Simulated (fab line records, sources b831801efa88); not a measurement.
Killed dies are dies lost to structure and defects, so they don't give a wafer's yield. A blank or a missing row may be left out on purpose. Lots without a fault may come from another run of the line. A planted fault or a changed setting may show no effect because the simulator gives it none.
A struck lot beside a sound one | flow sky130 | 15 steps out of a route of 708
Sound: wafers L791.2, L791.3, L791.6. Struck: wafers L784.1, L784.3, L784.4. The cause comes at the end.
At each step with rows: each side's tool, then ch and its chambers, then its first start. Under that, the readings that differ: sound wafers | struck wafers | difference of the means | sigmas: that difference in standard deviations of wafers without a fault.
alike: readings whose means differ by less than 2 such deviations, and words and numbers that are the same on both sides. not compared: withheld readings, readings that some wafer has no value for, bounds like >300 that may hide the same value, and numbers for which the record gives no deviation and whose values overlap.
The two part at a step that has a row with sigmas, a row that says differs or no value, or rows on one side only. Numbers that don't overlap but have no deviation are shown without sigmas and don't part them. A reading that every wafer of one side lacks parts them only if that side has two wafers or more.

first, 2 steps without rows for these wafers: SKY_PASSIVATION_PEB_09; SKY_PASSIVATION_DEVELOP_10 (develop time 60 s).
SKY_PASSIVATION_ETCH_11: etches the open film in CF4/O2, stops on AlCu, target depth 725 nm, time 161.1 s.
  sound on rie_diel-04 ch 0,3, day 48 08:50; struck on rie_diel-04 ch 0,1,2, day 46 13:29
  alike: drypump_motor_current_A, oes_product_au, rf_fwd_power_W, throttle_valve_pct
  not compared: rf_hours_counter_h
SKY_PASSIVATION_STRIP_12: strips in O2/N2.
  sound on plasma_asher-03 ch 0,1, day 48 08:57; struck on plasma_asher-01 ch 0,1, day 46 13:35
  alike: chamber_pressure_mTorr, drypump_motor_current_A, oes_product_au, strip_time_to_endpoint_s
  not compared: rf_hours_counter_h
then, 7 steps without rows for these wafers: SKY_PAD_OPEN_DEHYDRATE_00 (time 60 s); SKY_PAD_OPEN_HMDS_01 (prime time 60 s); SKY_PAD_OPEN_COAT_02 (resist thk 3000 nm); SKY_PAD_OPEN_SOFTBAKE_03; SKY_PAD_OPEN_EXPOSE_04 (exposes mask PDM, target cd 60000 nm); SKY_PAD_OPEN_PEB_05; SKY_PAD_OPEN_DEVELOP_06 (develop time 60 s).
SKY_PAD_OPEN_ETCH_07: etches the open film in CF4/O2, stops on AlCu, target depth 725 nm, time 161.1 s.
  sound on rie_diel-04 ch 0,1,2, day 49 02:56; struck on rie_diel-01 ch 0,2,3, day 47 09:20
  alike: drypump_motor_current_A, oes_product_au, rf_fwd_power_W, throttle_valve_pct
  not compared: rf_hours_counter_h
SKY_PAD_OPEN_STRIP_08: strips in O2/N2.
  sound on plasma_asher-02 ch 0,1, day 49 03:02; struck on plasma_asher-04 ch 0,1, day 47 09:27
  no value came back on the struck wafers for chamber_pressure_mTorr (mTorr), drypump_motor_current_A (A), oes_product_au (a.u.), strip_time_to_endpoint_s (s); on the sound wafers chamber_pressure_mTorr (mTorr) reads 1502.0 1499.5 1498.8
  reading                                    | sound | struck         | difference | sigmas
  model.coat_of_PAD_OPEN_COAT_02.thk_nm (nm) | 0 0 0 | 2988 2995 2999 | +2994      |
  not compared: rf_hours_counter_h
then, 1 step without rows for these wafers: SKY_PAD_OPEN_STRIP_09 (strips in post etch residue remover, time 1200 s).
SKY_PAD_OPEN_PROBE_99:
  sound on prober-02, day 49 05:17; struck on prober-01, day 47 11:40
  alike: defect_limited_yield, killed_at_M0_to_M3, killed_at_M4_up, killed_at_contacts, killed_at_front_end, killed_at_other, killed_dies, killed_open, killed_short, sort_bin_3_pad_short, sort_bin_5_function, sort_bin_6_memory, sort_n_pass, sort_yield_pct

WHERE THEY PART
Only at SKY_PAD_OPEN_STRIP_08, within this record. Later steps at which nothing parts them and some readings are alike: SKY_PAD_OPEN_PROBE_99.

WHY: what the simulator had put in
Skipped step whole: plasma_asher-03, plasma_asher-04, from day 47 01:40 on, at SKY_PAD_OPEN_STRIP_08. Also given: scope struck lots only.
